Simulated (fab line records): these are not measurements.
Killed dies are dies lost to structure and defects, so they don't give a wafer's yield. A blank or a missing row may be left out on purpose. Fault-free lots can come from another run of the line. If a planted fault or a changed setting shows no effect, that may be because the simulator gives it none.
A single fault, viewed from 2 desks + flow gf180mcu + every desk sees just its own numbers, and what lay behind them comes last

TOOL OWNER'S DESK, implanter-04
GF_VT_IMPLANT_IMPLANT_41, tool's own readings: per-lot mean of the sampled wafers with a number, covering each lot this tool ran. The brackets show how far a lot's mean lies from the usual mean; more than 4 standard deviations puts the lot out of limits, marked OUT.
Columns: A = beam_energy_keV at GF_VT_IMPLANT_IMPLANT_41, usual 70.001
| lot  | first seen here | A                        |
|------|-----------------|--------------------------|
| L860 | day 7 19:41     | 69.973                   |
| L861 | day 8 02:50     | 70.014                   |
| L868 | day 9 23:41     | 61.216 (-99 or more) OUT |
| L869 | day 10 09:20    | 61.227 (-99 or more) OUT |
| L878 | day 13 11:33    | 69.975                   |
Finding of this desk: L868, L869 out of limits; the first was L868 at day 9 23:41, on beam_energy_keV at GF_VT_IMPLANT_IMPLANT_41. Within limits: L860, L861, L878.

THE METROLOGY DESK
Means of the sampled wafers that have a number, per lot and without regard to the tool the lot ran on: this is what the gauges read. The brackets show how far a lot's mean lies from the usual mean; more than 4 standard deviations puts the lot out of limits, marked OUT.
Columns: A = VT_IMPLANT_02_OVL at GF_VT_IMPLANT_OVL_MEAS_29, usual -0.2 nm; B = VT_IMPLANT_3_TW at GF_VT_IMPLANT_TW_MEAS_32, usual 271; C = VT_IMPLANT_03_OVL at GF_VT_IMPLANT_OVL_MEAS_40, usual 1.2 nm
| lot  | first seen here | A    | B   | C    |
|------|-----------------|------|-----|------|
| L860 | day 7 03:40     | -0.2 | 275 | 1.8  |
| L861 | day 7 10:41     | 0.0  | 265 | 2.7  |
| L868 | day 9 05:41     | -0.4 | 266 | 0.1  |
| L869 | day 9 14:19     | -2.0 | 266 | 2.7  |
| L878 | day 12 14:31    | -0.6 | 272 | -0.1 |
| L881 | day 13 06:17    | 0.6  | 275 | 0.1  |
Finding of this desk: none of the 6 lots has anything out of limits.

BROUGHT TOGETHER
The tool owner's desk could have raised an alarm at day 9 23:41, on L868, L869.
From the metrology desk's view, nothing was out of limits.
The metrology desk has L868, L869 on record, within its limits.
GF_VT_IMPLANT_IMPLANT_41 was run on implanter-04 by each of the lots named.

WHAT THE SIMULATOR PUT IN
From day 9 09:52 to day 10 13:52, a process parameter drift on implanter-04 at GF_VT_IMPLANT_IMPLANT_41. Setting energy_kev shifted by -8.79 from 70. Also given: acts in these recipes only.
Lots struck among those shown: L868, L869.
How many hours passed from the start of the fault until each desk's first out-of-limits reading: the tool owner's desk, 14.
